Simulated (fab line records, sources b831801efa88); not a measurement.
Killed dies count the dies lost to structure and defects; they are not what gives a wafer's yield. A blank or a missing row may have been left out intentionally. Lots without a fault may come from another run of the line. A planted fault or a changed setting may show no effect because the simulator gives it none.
One fault through the eyes of 2 desks | flow sfqLine | every desk sees just its own numbers, and what lay behind them comes last

== FOR THE TOOL OWNER'S DESK: pvdSputter-05 ==
The tool's own readings at SFQ_TRILAYER_M0_DEP_SPUTTER_019 (material Nb, target thk 200 nm, time 133.3 s): means of the sampled wafers that have a number, for each lot that ran on this tool. If a lot's mean is further than 4 standard deviations from the usual mean, the lot is out of limits and carries the mark OUT (the distance appears in the brackets).
Columns: A = throttleValvePct at SFQ_TRILAYER_M0_DEP_SPUTTER_019, usual 29.7 %
lot  | first seen here | A
L351 | day 5 16:35     | 29.9
L354 | day 6 07:25     | 29.7
L355 | day 6 11:00     | 29.5
L356 | day 6 19:24     | 29.8
L361 | day 8 01:43     | 30.2
L364 | day 8 18:12     | 29.7
L366 | day 9 06:12     | 30.0
L367 | day 9 13:24     | 30.0
L368 | day 9 19:24     | 29.8
Result from this desk: across the 9 lots, nothing is out of limits.

== METROLOGY DESK ==
Lot by lot, what the gauges showed, no matter which tool ran the lot: averages of those sampled wafers that carry a number. If a lot's mean is further than 4 standard deviations from the usual mean, the lot is out of limits and carries the mark OUT (the distance appears in the brackets).
Columns: A = L0_MONX_KI_THK at SFQ_L0_THK_MEAS_902, usual 39.1 nm; B = M0_NB_RS at SFQ_M0_RS_MEAS_904, usual 0.884 ohm/sq; C = I0_OVL at SFQ_I0_OVL_MEAS_908, usual 2 nm
lot  | first seen here | A    | B               | C
L351 | day 1 12:41     | 39.2 | 0.898           | -7
L354 | day 2 03:41     | 38.4 | 0.888           | -3
L355 | day 2 08:42     | 38.9 | 0.879           | 0
L356 | day 2 13:41     | 38.7 | 0.875           | -1
L357 | day 2 18:41     | 38.3 | 0.893           | 3
L358 | day 2 23:42     | 38.9 | 0.893           | -2
L360 | day 3 09:41     | 39.6 | 0.858           | -1
L361 | day 3 14:42     | 39.3 | 0.888           | -0
L364 | day 4 05:41     | 38.6 | 0.879           | 8
L366 | day 4 15:42     | 39.2 | 1.318 (+36) OUT | 3
L367 | day 4 20:41     | 39.3 | 1.303 (+35) OUT | 1
L368 | day 5 01:41     | 38.6 | 1.338 (+38) OUT | 7
L370 | day 5 11:41     | 38.7 | 0.898           | -1
L372 | day 5 21:41     | 39.5 | 0.875           | 4
L373 | day 6 02:42     | 40.2 | 0.890           | 0
This desk reports L366, L367, L368 out of limits; the earliest was L366 at day 9 06:20 (M0_NB_RS at SFQ_M0_RS_MEAS_904). L351, L354, L355, L356, L357, L358, L360, L361, L364, L370, L372, L373: within limits.

== ALL TOGETHER ==
On L366, L367, L368, the metrology desk was in a position to raise an alarm at day 9 06:20.
Nothing out of limits was seen by the tool owner's desk.
The tool owner's desk has L366, L367, L368 on record, within its limits.
SFQ_TRILAYER_M0_DEP_SPUTTER_019 was run on pvdSputter-05 by each of the lots named.

== WHAT THE SIMULATOR HAD INSERTED ==
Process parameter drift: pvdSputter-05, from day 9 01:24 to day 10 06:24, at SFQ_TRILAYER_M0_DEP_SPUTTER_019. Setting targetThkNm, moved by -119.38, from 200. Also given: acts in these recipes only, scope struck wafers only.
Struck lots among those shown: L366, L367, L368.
Delay in hours, fault start to first out-of-limits reading, per desk: metrology desk 5.
